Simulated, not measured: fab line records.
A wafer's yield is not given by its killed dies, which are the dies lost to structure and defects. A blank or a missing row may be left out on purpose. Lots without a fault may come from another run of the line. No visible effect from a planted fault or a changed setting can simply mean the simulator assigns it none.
Matching of chambers    flow sky130    SKY_SONOS_ONO_ETCH_15 on rie_diel-01 has 4 sister chambers
The step etches the open film in CHF3/O2, target depth 19.52 nm, time 7.8 s. 4 wafers are shown with their chamber, then 7 later ones without.

WAFERS, EACH WITH ITS CHAMBER
wafer   chamber  drypump_motor_current_A (A)
L110.2  3        4.9
L110.3  1        5.2
L114.1  0        6.2
L114.2  2        5.5

WAFERS MISSING THEIR CHAMBER
wafer   drypump_motor_current_A (A)
L114.6  4.8
L115.2  5.2
L115.4  4.9
L115.5  6.2
L116.3  5.5
L116.4  6.2
L116.5  5.2

WHICH CHAMBER EACH ONE RAN IN
wafer   from the rows above  in truth
L114.6  3                    3
L115.2  1                    1
L115.4  3                    3
L115.5  0                    0
L116.3  2                    2
L116.4  0                    0
L116.5  1                    1
Correctly placed: 7 of 7. Left unplaced by these rows: 0. Wrongly placed: 0.
How it was worked out, from the rows above alone: a wafer's distance from a chamber is the root of the sum, over the readings, of the square of ((its reading less the chamber's mean) divided by the reading's scatter). If the next closest chamber is less than 2 further off than the closest, the wafer can't be placed; otherwise it belongs to the closest. For every chamber, the mean is computed from those of its wafers that are shown. The scatter: with one shown wafer a chamber, the root of the mean of the squares of how far each hidden wafer lies from its nearest shown one.
